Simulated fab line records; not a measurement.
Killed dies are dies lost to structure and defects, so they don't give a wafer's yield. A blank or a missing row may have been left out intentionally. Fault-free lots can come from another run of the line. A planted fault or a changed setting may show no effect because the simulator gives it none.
2 desks, one fault | flow gf180mcu | each desk has only its own numbers; what lay behind them comes last

== METROLOGY DESK ==
What the gauges read for every lot (on any tool): the sampled wafers with a number, averaged. The brackets show how far a lot's mean lies from the usual mean; more than 4 standard deviations puts the lot out of limits, marked OUT.
Columns: A = STI_CVD_03_THK at GF_STI_THK_MEAS_04, usual 207.2 nm; B = cdNm at GF_STI_CD_MEAS_12, usual 220.0 nm; C = DNWELL_TW at GF_DNWELL_TW_MEAS_09, usual 1353; D = VT_IMPLANT_OVL at GF_VT_IMPLANT_OVL_MEAS_07, usual -0.4 nm
lot  | first seen here | A     | B     | C              | D
L410 | day 1 19:33     | 209.2 | 218.9 | 1345           | -0.2
L411 | day 1 23:34     | 203.7 | 221.6 | 1355           | -0.6
L412 | day 2 04:34     | 207.6 | 220.6 | 1366           | 0.2
L413 | day 2 09:37     | 207.8 | 219.6 | 1354           | -1.2
L420 | day 3 20:47     | 208.1 | 220.4 | 1224 (-16) OUT | 0.3
L421 | day 4 02:35     | 207.6 | 220.6 | 1220 (-17) OUT | -0.9
L422 | day 4 07:58     | 207.7 | 218.6 | 1358           | -2.3
L423 | day 4 11:52     | 207.9 | 221.0 | 1357           | 0.0
L424 | day 4 16:34     | 205.1 | 220.3 | 1358           | 1.0
L425 | day 4 21:34     | 206.2 | 219.3 | 1347           | -0.3
L426 | day 5 02:56     | 205.8 | 219.1 | 1350           | -1.5
L427 | day 5 07:34     | 208.8 | 218.5 | 1372           | 0.7
L429 | day 5 18:51     | 208.5 | 220.8 | 1344           | -1.5
L432 | day 6 09:11     | 206.4 | 221.0 | 1343           | -1.4
This desk's finding: out of limits on L420, L421; first on L420, day 5 04:29 (DNWELL_TW at GF_DNWELL_TW_MEAS_09). L410, L411, L412, L413, L422, L423, L424, L425, L426, L427, L429, L432 stayed within limits.

== FOR THE TOOL OWNER'S DESK: implanter-04 ==
GF_DNWELL_IMPLANT_07, tool's own readings: per-lot mean of the sampled wafers with a number, covering each lot this tool ran. The brackets show how far a lot's mean lies from the usual mean; more than 4 standard deviations puts the lot out of limits, marked OUT.
Columns: A = doseIonsCm2 at GF_DNWELL_IMPLANT_07, usual 9.997e+12; B = faradayCurrentUA at GF_DNWELL_IMPLANT_07, usual 56.4
lot  | first seen here | A                           | B
L410 | day 2 23:53     | 1.000e+13                   | 57.7
L420 | day 5 04:14     | 7.316e+12 (-99 or more) OUT | 40.6 (-13) OUT
L421 | day 5 10:20     | 7.298e+12 (-99 or more) OUT | 41.5 (-12) OUT
This desk's finding: out of limits on L420, L421; first on L420, day 5 04:14 (doseIonsCm2 at GF_DNWELL_IMPLANT_07). L410 stayed within limits.

== ALL TOGETHER ==
On L420, L421, at day 5 04:14, an alarm was possible from the tool owner's desk.
On L420, L421, the metrology desk was in a position to raise an alarm at day 5 04:29.
GF_DNWELL_IMPLANT_07 was run on implanter-04 by each of the lots named.

== WHAT THE SIMULATOR HAD PUT IN ==
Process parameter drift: implanter-04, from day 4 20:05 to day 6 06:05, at GF_DNWELL_IMPLANT_07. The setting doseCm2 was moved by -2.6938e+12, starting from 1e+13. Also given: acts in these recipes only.
Lots struck among those shown: L420, L421.
Time in hours from fault onset to the first out-of-limits reading at each desk: tool owner's desk 8, metrology desk 8.
